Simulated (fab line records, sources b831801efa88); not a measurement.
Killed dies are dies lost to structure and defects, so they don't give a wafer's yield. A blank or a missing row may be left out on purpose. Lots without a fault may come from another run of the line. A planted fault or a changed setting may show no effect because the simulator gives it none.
A struck lot beside a sound one | flow sky130 | 18 steps out of a route of 708
Sound: wafers L384.2, L384.3, L384.5. Struck: wafers L389.1, L389.5, L389.6. The cause comes at the end.
At each step with rows: each side's tool, then ch and its chambers, then its first start. Under that, the readings that differ: sound wafers | struck wafers | difference of the means | sigmas: that difference in standard deviations of wafers without a fault.
alike: readings whose means differ by less than 2 such deviations, and words and numbers that are the same on both sides. not compared: withheld readings, readings that some wafer has no value for, bounds like >300 that may hide the same value, and numbers for which the record gives no deviation and whose values overlap.
The two part at a step that has a row with sigmas, a row that says differs or no value, or rows on one side only. Numbers that don't overlap but have no deviation are shown without sigmas and don't part them. A reading that every wafer of one side lacks parts them only if that side has two wafers or more.

first, 6 steps without rows for these wafers: SKY_RES_XHIGH_COAT_02 (resist thk 1140 nm); SKY_RES_XHIGH_SOFTBAKE_03 (time 60 s); SKY_RES_XHIGH_EXPOSE_04 (exposes mask URPM, target cd 1270 nm); SKY_RES_XHIGH_PEB_05; SKY_RES_XHIGH_DEVELOP_06 (develop time 60 s); SKY_RES_XHIGH_IMPLANT_07.
SKY_RES_XHIGH_STRIP_08: strips in O2/N2.
  sound on plasma_asher-03 ch 0,1, day 29 07:42; struck on plasma_asher-04 ch 0,1, day 31 12:32
  alike: drypump_motor_current_A, oes_product_au, strip_time_to_endpoint_s
  not compared: rf_hours_counter_h
SKY_RES_XHIGH_TW_MEAS_09:
  sound on film_metro-03, day 29 07:49; struck on film_metro-01, day 31 12:38
  reading      | sound          | struck         | difference | sigmas
  RES_XHIGH_TW | 1622 1623 1629 | 1645 1648 1644 | +21        | +2
then, 4 steps without rows for these wafers: SKY_SD_N_DEHYDRATE_00 (time 60 s); SKY_SD_N_HMDS_01 (prime time 60 s); SKY_SD_N_COAT_02 (resist thk 1140 nm); SKY_SD_N_SOFTBAKE_03 (time 60 s).
SKY_SD_N_EXPOSE_04: exposes mask NSDM, target cd 380 nm.
  sound on iline_stepper-01 ch 0, day 29 22:15; struck on iline_stepper-02 ch 0, day 32 02:20
  reading                      | sound                | struck            | difference | sigmas
  model.SD_N.overlay_x_nm (nm) | -3.822 -3.822 -3.822 | -81.4 -81.4 -81.4 | -77.6      |
  alike: mask
then, 2 steps without rows for these wafers: SKY_SD_N_PEB_05; SKY_SD_N_DEVELOP_06 (develop time 60 s).
SKY_SD_N_CD_MEAS_07: target cd 380 nm.
  sound on cd_sem-02, day 30 12:00; struck on cd_sem-01, day 32 15:50
  reading    | sound             | struck            | difference | sigmas
  cd_nm (nm) | 383.5 384.5 381.2 | 374.6 377.5 378.5 | -6.2       | -2
SKY_SD_N_OVL_MEAS_08:
  sound on overlay-01, day 30 12:07; struck on overlay-02, day 32 16:09
  reading       | sound          | struck            | difference | sigmas
  SD_N_OVL (nm) | -1.0 -2.1 -0.2 | -81.0 -81.9 -80.8 | -80.1      | -62
  not compared: hold
SKY_PAD_OPEN_PROBE_99:
  the record has rows for the sound wafers here (prober-02, day 47 15:34) and none for the struck ones

WHERE THEY PART
First at SKY_RES_XHIGH_TW_MEAS_09; last, within this record, at SKY_PAD_OPEN_PROBE_99.

WHY: what the simulator had put in
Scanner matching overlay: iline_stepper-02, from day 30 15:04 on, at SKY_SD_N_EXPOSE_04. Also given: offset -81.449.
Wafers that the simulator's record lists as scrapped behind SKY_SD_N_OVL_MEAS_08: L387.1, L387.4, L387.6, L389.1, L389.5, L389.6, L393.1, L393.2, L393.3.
